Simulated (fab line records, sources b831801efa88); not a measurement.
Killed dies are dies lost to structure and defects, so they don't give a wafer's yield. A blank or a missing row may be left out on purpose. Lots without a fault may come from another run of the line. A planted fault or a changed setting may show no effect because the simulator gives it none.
Which tool did it? | flow sky130 | 14 lots, 42 wafers sampled, at 4 steps of a route of 708

WHAT THE GAUGES READ, wafer by wafer
SKY_NWELL_OVL_MEAS_10. Usual: NWELL_00_OVL -1.1 nm, standard deviation 1.5.
lot  | measured     | on         | NWELL_00_OVL (nm) | flag
L269 | day 4 21:01  | overlay-01 | -3.4 -1.8 0.3     |
L270 | day 5 02:29  | overlay-01 | -2.6 -0.1 0.3     |
L272 | day 5 08:47  | overlay-01 | -1.9 -1.9 -1.9    |
L273 | day 5 18:19  | overlay-02 | 1.1 2.0 0.7       |
L276 | day 6 08:16  | overlay-02 | -2.3 -0.4 -2.4    |
L281 | day 7 14:33  | overlay-02 | -3.3 -2.9 -4.2    |
L282 | day 8 03:57  | overlay-02 | 1.3 -1.1 -0.3     |
L283 | day 8 06:39  | overlay-02 | -2.8 -1.9 -0.1    |
L284 | day 8 15:23  | overlay-02 | -1.5 -1.6 -2.4    |
L287 | day 9 04:37  | overlay-02 | -1.0 1.6 1.1      |
L288 | day 9 11:59  | overlay-02 | -1.2 -2.1 -1.3    |
L289 | day 9 18:08  | overlay-02 | 0.3 -2.2 -0.2     |
L290 | day 9 21:06  | overlay-01 | -0.8 -3.1 -1.7    |
L291 | day 10 04:47 | overlay-01 | 0.2 0.1 1.4       |

SKY_NWELL_RS_MEAS_31: measures by four-point-probe. Usual: PWDE_RS 5279 ohm/sq, standard deviation 19.
lot  | measured     | on            | PWDE_RS (ohm/sq) | flag
L269 | day 5 15:09  | film_metro-02 | 5276 5265 5276   |
L270 | day 5 21:16  | film_metro-04 | 5309 5290 5301   |
L272 | day 6 04:04  | film_metro-04 | 5281 5296 5270   |
L273 | day 6 13:56  | film_metro-03 | 5251 5247 5241   |
L276 | day 7 04:05  | film_metro-04 | 5284 5285 5297   |
L281 | day 8 11:49  | film_metro-02 | 5266 5248 5263   |
L282 | day 9 01:21  | film_metro-04 | 5266 5282 5282   |
L283 | day 9 04:58  | film_metro-04 | 5263 5254 5276   |
L284 | day 9 14:10  | film_metro-04 | 5269 5263 5270   |
L287 | day 10 03:40 | film_metro-03 | 5269 5247 5266   |
L288 | day 10 11:49 | film_metro-04 | 5284 5251 5283   |
L289 | day 10 17:47 | film_metro-04 | 5289 5272 5279   |
L290 | day 10 19:55 | film_metro-04 | 5274 5269 5259   |
L291 | day 11 04:07 | film_metro-03 | 5273 5281 5263   |

SKY_VT_ADJUST_HVTP_CD_MEAS_07: target cd 380 nm. Usual: cd_nm 379.6 nm, standard deviation 2.1.
lot  | measured     | on        | cd_nm (nm)        | flag
L269 | day 6 09:27  | cd_sem-01 | 378.2 381.0 379.1 |
L270 | day 6 15:23  | cd_sem-01 | 382.3 377.6 379.5 |
L272 | day 6 22:25  | cd_sem-02 | 383.7 379.9 383.3 |
L273 | day 7 08:52  | cd_sem-02 | 381.1 378.7 378.7 |
L276 | day 8 00:27  | cd_sem-01 | 381.2 382.9 380.5 |
L281 | day 9 09:46  | cd_sem-01 | 382.2 382.4 380.5 |
L282 | day 9 23:31  | cd_sem-01 | 376.4 376.4 377.1 |
L283 | day 10 02:40 | cd_sem-02 | 379.3 378.2 378.6 |
L284 | day 10 12:19 | cd_sem-02 | 381.9 382.9 382.0 |
L287 | day 11 01:34 | cd_sem-01 | 377.3 380.0 378.4 |
L288 | day 11 11:31 | cd_sem-02 | 378.5 377.8 378.7 |
L289 | day 11 17:08 | cd_sem-02 | 380.0 378.1 379.2 |
L290 | day 11 19:17 | cd_sem-01 | 377.3 378.5 380.9 |
L291 | day 12 03:38 | cd_sem-01 | 376.4 376.9 376.7 |

WHICH TOOL RAN EACH LOT (tool, then ch and the chambers of the sampled wafers, then the start)
lot  | SKY_FIELD_ISO_WET_ETCH_18
L269 | wet_bench-04 ch 1, day 2 10:04
L270 | wet_bench-02 ch 0, day 2 15:20
L272 | wet_bench-04 ch 2, day 3 01:17
L273 | wet_bench-04 ch 3, day 3 07:31
L276 | wet_bench-04 ch 3, day 3 22:28
L281 | wet_bench-02 ch 3, day 4 23:37
L282 | wet_bench-01 ch 1, day 5 07:58
L283 | wet_bench-01 ch 0, day 5 10:37
L284 | wet_bench-01 ch 0, day 5 15:11
L287 | wet_bench-02 ch 3, day 6 09:22
L288 | wet_bench-01 ch 1, day 6 14:26
L289 | wet_bench-04 ch 0, day 6 20:23
L290 | wet_bench-04 ch 2, day 6 23:07
L291 | wet_bench-02 ch 1, day 7 07:34
- SKY_FIELD_ISO_WET_ETCH_18: etches Si3N4 in H3PO4, target depth 25 nm, time 286 s.

WHAT THE TOOLS THEMSELVES READ (means of the sampled wafers that have a number; where no wafer has one, the mark that the record gives instead)
SKY_FIELD_ISO_WET_ETCH_18. Usual: run_length_s 313 s, standard deviation 3.2.
lot  | tool         | run_length_s (s) | flag
L269 | wet_bench-04 | 319              |
L270 | wet_bench-02 | 311              |
L272 | wet_bench-04 | 319              |
L273 | wet_bench-04 | 336              | OFF
L276 | wet_bench-04 | 336              | OFF
L281 | wet_bench-02 | 313              |
L282 | wet_bench-01 | 312              |
L283 | wet_bench-01 | 312              |
L284 | wet_bench-01 | 311              |
L287 | wet_bench-02 | 320              |
L288 | wet_bench-01 | 313              |
L289 | wet_bench-04 | 311              |
L290 | wet_bench-04 | 312              |
L291 | wet_bench-02 | 310              |

THE ANSWER, worked out from the rows above alone
Rule: a lot is off if the mean of its wafers that have a number lies more than 3 standard deviations from the usual mean. A lot without any number at a reading at which 4 lots or more have one is off too. The other lots that the step has rows for count as sound. The gauges are gone through in route order, then the tools' own readings, and for those a lot's mean is taken as printed above. The first step at which some lot is off is used, and at that step the reading that is off furthest; a lot without a number counts as furthest.
Off: L273, L276, at SKY_FIELD_ISO_WET_ETCH_18 (run_length_s).
A tool fits if, at that step or a process step before it, it ran every lot that is off, and no sound lot after the first of them. None of those tried fits.

WHAT THE SIMULATOR HAD PUT IN
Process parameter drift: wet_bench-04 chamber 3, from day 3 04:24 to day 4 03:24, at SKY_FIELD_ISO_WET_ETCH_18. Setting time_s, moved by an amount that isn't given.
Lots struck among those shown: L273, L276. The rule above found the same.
